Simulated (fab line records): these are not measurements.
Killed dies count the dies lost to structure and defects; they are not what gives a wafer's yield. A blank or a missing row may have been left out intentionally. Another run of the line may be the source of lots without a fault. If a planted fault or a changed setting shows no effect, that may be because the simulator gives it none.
Which of the tools did it? | flow gf180mcu | at 1 step of a route of 602, 12 lots with 36 wafers sampled

== WHAT THE GAUGES SHOWED, per wafer ==
GF_SALICIDE_THK_MEAS_05: measures by xrf.
lot  | measured     | on           | SALICIDE_TIN_THK (nm)
L075 | day 15 13:53 | filmMetro-04 | 19.97 20.02 19.72
L077 | day 16 07:07 | filmMetro-02 | 19.91 19.80 19.82
L079 | day 16 18:02 | filmMetro-04 | 19.76 19.69 19.76
L081 | day 17 16:26 | filmMetro-02 | 19.66 20.17 20.29
L083 | day 18 08:22 | filmMetro-01 | 19.51 19.65 19.31
L085 | day 19 08:44 | filmMetro-01 | 19.79 19.90 19.64
L087 | day 20 01:28 | filmMetro-04 | 19.78 19.64 19.52
L089 | day 20 23:43 | filmMetro-04 | 19.84 19.77 19.67
L091 | day 21 08:43 | filmMetro-01 | 19.36 19.86 19.50
L093 | day 21 22:28 | filmMetro-01 | 19.57 19.97 19.73
L095 | day 22 15:43 | filmMetro-04 | 19.84 19.83 20.00
L097 | day 23 08:20 | filmMetro-01 | 20.02 20.13 20.28

== EACH LOT AND THE TOOL THAT RAN IT (in order: tool; ch and the chambers of the sampled wafers; start) ==
No process step before these readings appears in the record.

== THE ANSWER, worked out from the rows above alone ==
Rule: the lots themselves supply what counts as usual. Put in order of their means at a reading, lots are off if they are a third of the lots or fewer, leave a main group of 4 or more, and stand apart from it by a gap of 3 or more times the standard deviation of the main group's means; of several such gaps the widest counts. If all means in a main group match to the digits the tables above print for the reading, that group is not used. Also off: a lot with no number at a reading for which 4 or more lots have one. Where the step has rows for the other lots, those lots are counted as sound.
None of the lots is off at any reading shown; this tells nothing.

== WHAT THE SIMULATOR HAD PUT IN ==
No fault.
